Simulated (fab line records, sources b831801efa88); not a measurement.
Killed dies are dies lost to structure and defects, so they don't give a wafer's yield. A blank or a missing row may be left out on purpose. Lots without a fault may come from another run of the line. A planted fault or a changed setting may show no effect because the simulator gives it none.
A struck lot beside a sound one | flow sky130 | 24 steps out of a route of 708
Sound: wafers L424.1, L424.5, L424.6. Struck: wafers L418.1, L418.3, L418.5. The cause comes at the end.
At each step with rows: each side's tool, then ch and its chambers, then its first start. Under that, the readings that differ: sound wafers | struck wafers | difference of the means | sigmas: that difference in standard deviations of wafers without a fault.
alike: readings whose means differ by less than 2 such deviations, and words and numbers that are the same on both sides. not compared: withheld readings, readings that some wafer has no value for, bounds like >300 that may hide the same value, and numbers for which the record gives no deviation and whose values overlap.
The two part at a step that has a row with sigmas, a row that says differs or no value, or rows on one side only. Numbers that don't overlap but have no deviation are shown without sigmas and don't part them. A reading that every wafer of one side lacks parts them only if that side has two wafers or more.

first, 4 steps without rows for these wafers: SKY_FIELD_ISO_DEHYDRATE_05 (time 60 s); SKY_FIELD_ISO_HMDS_06 (prime time 60 s); SKY_FIELD_ISO_COAT_07 (resist thk 60 nm); SKY_FIELD_ISO_COAT_08 (resist thk 450 nm).
SKY_FIELD_ISO_SOFTBAKE_09: time 92.29 s.
  sound on litho_track-04 ch 0; struck on litho_track-04 ch 0
  alike: plate_sensor_t_centre_C, plate_sensor_t_edge_C
then, 3 steps without rows for these wafers: SKY_FIELD_ISO_EXPOSE_10 (exposes mask FOM, target cd 150 nm); SKY_FIELD_ISO_PEB_11; SKY_FIELD_ISO_DEVELOP_12 (develop time 60 s).
SKY_FIELD_ISO_CD_MEAS_13: target cd 150 nm.
  sound on cd_sem-02, day 6 08:49; struck on cd_sem-02, day 5 00:46
  alike: cd_nm
SKY_FIELD_ISO_ETCH_14: etches BARC in N2/H2, stops on SiO2, time 48.11 s, target depth 60 nm.
  sound on rie_diel-04 ch 0,1,2, day 6 08:56; struck on rie_diel-01 ch 0,2, day 5 00:53
  alike: chamber_pressure_mTorr, drypump_motor_current_A, oes_product_au, throttle_valve_pct
  not compared: rf_hours_counter_h
SKY_FIELD_ISO_ETCH_15: etches the open film in CHF3/O2, stops on Si, target depth 180 nm, time 72 s.
  sound on rie_diel-04 ch 0,1,2, day 6 08:59; struck on rie_diel-01 ch 0,2, day 5 00:56
  alike: O2_flow_sccm, bias_w, drypump_motor_current_A, oes_product_au, throttle_valve_pct
  not compared: rf_hours_counter_h
SKY_FIELD_ISO_STRIP_16: strips in O2/N2.
  sound on plasma_asher-01 ch 0,1, day 6 09:02; struck on plasma_asher-02 ch 0, day 5 00:59
  alike: drypump_motor_current_A, oes_product_au, strip_time_to_endpoint_s
  not compared: rf_hours_counter_h
SKY_FIELD_ISO_ETCH_17: etches Si in HBr/Cl2/O2, target depth 342 nm, time 97.7 s.
  sound on rie_si-02 ch 0,2,3, day 6 09:08; struck on rie_si-01 ch 0,1,3, day 5 01:05
  no value came back on the struck wafers for any of 5 readings (HBr_flow_sccm (sccm), O2_flow_sccm (sccm) and others); on the sound wafers HBr_flow_sccm (sccm) reads 149.6 150.6 150.4
  reading                                     | sound             | struck            | difference | sigmas
  model.Si3N4_of_FIELD_ISO_CVD_03.thk_nm (nm) | 151.1 150.8 150.6 | 166.5 166.5 166.9 | +15.8      |
  not compared: rf_hours_counter_h
then, 7 steps without rows for these wafers: SKY_FIELD_ISO_WET_ETCH_18 (etches Si3N4 in H3PO4, target depth 25 nm, time 286 s); SKY_FIELD_ISO_CLEAN_19 (cleans in SC1/SC2, time 150 s); SKY_FIELD_ISO_CLEAN_20 (cleans in dHF, time 20 s); SKY_FIELD_ISO_WET_ETCH_21 (etches SiO2 in dHF, target depth 20 nm, time 400 s); SKY_FIELD_ISO_OXIDATION_22 (stabilise 600 s, purge 300 s, target thk 10 nm); SKY_FIELD_ISO_CVD_24 (deposits SiO2, target thk 595 nm, time 99.2 s); SKY_FIELD_ISO_ANNEAL_26 (time 1800 s).
SKY_FIELD_ISO_CMP_27: polishes, stops on Si3N4, t overpolish 16 s, target thk 457.8 nm.
  sound on cmp-01 ch 1,2, day 6 12:25; struck on cmp-01 ch 0,2,3, day 5 04:55
  alike: motor_current_A
SKY_FIELD_ISO_WET_ETCH_28: etches SiO2 in dHF, target depth 23.7 nm, time 47 s.
  sound on wet_bench-04 ch 1, day 6 12:40; struck on wet_bench-01 ch 3, day 5 05:10
  reading                                     | sound           | struck          | difference | sigmas
  model.Si3N4_of_FIELD_ISO_CVD_03.thk_nm (nm) | 119.4 119 118.9 | 136.2 136 136.4 | +17.1      |
  alike: bath_heat_duty_pct, run_length_s
then, 1 step without rows for these wafers: SKY_FIELD_ISO_WET_ETCH_29 (etches Si3N4 in H3PO4, target depth 160 nm, time 1825 s).
-- the record jumps here: 44 days lie between the struck wafers' starts before and after (it left off in module FIELD_ISO and takes up again in module PAD_OPEN, whose first step shown is number 708 of the route) --
SKY_PAD_OPEN_PROBE_99:
  the record has rows for the struck wafers here (prober-02, day 49 01:53) and none for the sound ones

WHERE THEY PART
First at SKY_FIELD_ISO_ETCH_17; last, within this record, at SKY_PAD_OPEN_PROBE_99.

WHY: what the simulator had put in
Skipped step whole: rie_si-01, from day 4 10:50 on, at SKY_FIELD_ISO_ETCH_17. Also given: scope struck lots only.
